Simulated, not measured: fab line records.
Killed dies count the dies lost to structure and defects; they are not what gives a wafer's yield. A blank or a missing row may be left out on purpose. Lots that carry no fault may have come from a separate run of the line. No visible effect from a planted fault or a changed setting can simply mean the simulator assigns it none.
8D (eight disciplines) problem report, filled in by code ; flow gf180mcu ; the parts of the form that need people (team, actions taken, sign-off) are left out

1. THE PROBLEM
M4_ALCU_RS at GF_M4_RS_MEAS_05 reads a mean of 0.1950 ohm/sq on 6 wafers of 2 lots; wafers without a fault read 0.0695 ohm/sq with a standard deviation of 0.00097. That is +99 or more standard deviations from the usual mean.
The step: measures by four-point-probe.
The first sign was on wafer L892.1 at day 28 01:11, on film_metro-03. The record holds 36 wafers of 12 lots with a number at this step. The rule behind "out" and "out of limits": a value lying over 4 standard deviations away from the usual mean. The other wafers with a number count as sound.

2. WHAT IT IS, WHAT IT ISN'T
question;is;is not
which readings at this step;M4_ALCU_RS;-
which lots;L892, L894;L876, L878, L879, L880, L881, L882, L884, L885, L889, L897
which wafers of those lots;all that have a number;-
read on which gauges;film_metro-03;film_metro-02, film_metro-04
when;from day 28 01:11;"up to then (27 sound wafers); but 3 sound wafers of L897 came after"

3. WHAT RULES OUT EACH SUSPECT
Counting: any tool at a process step up to the reading is kept as a suspect provided that every lot that is out went through it and no sound lot did after the first of them.
- the gauge at GF_M4_RS_MEAS_05: kept. All the wafers that are out were read on film_metro-03, and no step on other tools shows them out.
- pvd_sputter-03 at GF_M4_SPUTTER_02 (material AlCu, target thk 450 nm, time 23.9 s): kept. Every lot that is out went through it, starting with L892 (day 28 01:05), and after that it ran no sound lot; the last sound lot it ran before then is L881 (day 24 12:53).
After counting, pvd_sputter-03 at GF_M4_SPUTTER_02 and film_metro-03 at GF_M4_RS_MEAS_05 remain.

4. THE CAUSE (what the simulator had put in)
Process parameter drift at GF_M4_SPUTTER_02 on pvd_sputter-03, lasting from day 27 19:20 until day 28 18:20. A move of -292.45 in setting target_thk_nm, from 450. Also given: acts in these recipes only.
Of the 2 suspects that counting leaves, this tool is one.

5. THE CHAIN OF EFFECTS, in route order
Each row: a reading whose mean over the struck wafers that have a number lies more than 3 standard deviations from the usual. Readings are gone through only where the record gives a usual standard deviation; hours: the median, over the lots, of the time from a lot's start at the first step in this table giving one to that lot's start at this step; sigmas: the change measured in usual standard deviations.
hours;step;reading;usual;on struck wafers;change;sigmas
0;GF_M4_RS_MEAS_05;M4_ALCU_RS;0.0695 ohm/sq;0.1950;+0.1255;+99 or more
0;GF_M4_THK_MEAS_06;M4_ALCU_THK;444 nm;164;-280;-44

6. WHAT WOULD HAVE CAUGHT IT SOONER
In this record the first reading out of limits at a measuring or inspecting step was taken at day 28 01:11, 6 hours after the fault began at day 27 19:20.
No tool reading at GF_M4_SPUTTER_02 that has a usual standard deviation in the record was out on any struck wafer, so an alarm limit of 4 standard deviations on those readings would not have fired.
Of the lots that are out (2), L894 began GF_M4_SPUTTER_02 on pvd_sputter-03 after day 28 01:11. A tool hold placed at that time would have kept it from harm.
